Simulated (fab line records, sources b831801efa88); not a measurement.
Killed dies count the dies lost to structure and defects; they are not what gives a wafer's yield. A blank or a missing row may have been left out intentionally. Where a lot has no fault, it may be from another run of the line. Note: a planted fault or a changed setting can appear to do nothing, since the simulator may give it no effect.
One fault through the eyes of 2 desks || flow gf180mcu || what lay behind the numbers comes last; until then each desk has only its own

== METROLOGY DESK ==
What the gauges read, lot by lot, whatever tool the lot ran on: means of the sampled wafers that have a number. A lot is out of limits, marked OUT, if its mean lies more than 4 standard deviations from the usual mean; the brackets give that distance.
Columns: A = V3_OVL at GF_V3_OVL_MEAS_15, usual 2 nm
{"lot": "L483", "first seen here": "day 22 12:41", "A": 8}
{"lot": "L485", "first seen here": "day 23 06:45", "A": 5}
{"lot": "L487", "first seen here": "day 23 20:24", "A": 2}
{"lot": "L488", "first seen here": "day 24 14:34", "A": -1}
{"lot": "L490", "first seen here": "day 25 09:23", "A": 1}
{"lot": "L494", "first seen here": "day 26 21:44", "A": -3}
{"lot": "L493", "first seen here": "day 26 22:05", "A": -3}
{"lot": "L495", "first seen here": "day 27 04:31", "A": 2}
{"lot": "L497", "first seen here": "day 27 18:18", "A": 6}
{"lot": "L498", "first seen here": "day 27 19:20", "A": 2}
{"lot": "L502", "first seen here": "day 28 18:50", "A": 5}
{"lot": "L503", "first seen here": "day 29 00:48", "A": 2}
{"lot": "L504", "first seen here": "day 29 09:01", "A": -4}
{"lot": "L505", "first seen here": "day 29 16:45", "A": 5}
This desk's finding: nothing out of limits on any of the 14 lots.

== FOR THE TOOL OWNER'S DESK: cmp-02 ==
The tool's own readings at GF_CONTACT_CMP_27 (polishes, stops on SiO2, t overpolish 15 s, target thk 0 nm): means of the sampled wafers that have a number, for each lot that ran on this tool. A lot is out of limits, marked OUT, if its mean lies more than 4 standard deviations from the usual mean; the brackets give that distance.
Columns: A = headPressurePsi at GF_CONTACT_CMP_27, usual 3.499 psi; B = motorCurrentA at GF_CONTACT_CMP_27, usual 11.9 A; C = overpolishRunS at GF_CONTACT_CMP_27, usual 15.001 s; D = timeToEndpointS at GF_CONTACT_CMP_27, usual 72 s
{"lot": "L483", "first seen here": "day 16 08:22", "A": 3.501, "B": 12.1, "C": 14.998, "D": 71}
{"lot": "L487", "first seen here": "day 17 15:51", "A": 3.500, "B": 12.1, "C": 15.000, "D": 77}
{"lot": "L488", "first seen here": "day 18 10:53", "A": 3.493, "B": 11.8, "C": 14.996, "D": 73}
{"lot": "L494", "first seen here": "day 20 22:59", "A": 3.503, "B": 10.7, "C": 14.998, "D": 72}
{"lot": "L493", "first seen here": "day 21 02:21", "A": "2.928 (-75) OUT", "B": 11.1, "C": 15.009, "D": 87}
{"lot": "L495", "first seen here": "day 21 07:08", "A": "2.926 (-75) OUT", "B": 11.1, "C": 14.999, "D": 84}
{"lot": "L498", "first seen here": "day 22 02:23", "A": "2.919 (-76) OUT", "B": 10.3, "C": 14.997, "D": "88 (+4.3) OUT"}
This desk's finding: out of limits on L493, L495, L498; first on L493, day 21 02:21 (headPressurePsi at GF_CONTACT_CMP_27). Within limits: L483, L487, L488, L494.

== TAKEN TOGETHER ==
An alarm could have come from the tool owner's desk at day 21 02:21, on L493, L495, L498.
Metrology desk: nothing out of limits seen.
The metrology desk holds a record of L493, L495, L498, inside its limits.
Every lot named ran GF_CONTACT_CMP_27 on cmp-02.

== WHAT WAS PUT IN BY THE SIMULATOR ==
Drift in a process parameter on cmp-02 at GF_CONTACT_CMP_27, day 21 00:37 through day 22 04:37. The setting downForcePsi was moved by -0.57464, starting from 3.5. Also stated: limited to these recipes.
Shown lots that were struck: L493, L495, L498.
Delay in hours, fault start to first out-of-limits reading, by desk: the tool owner's desk at 2.
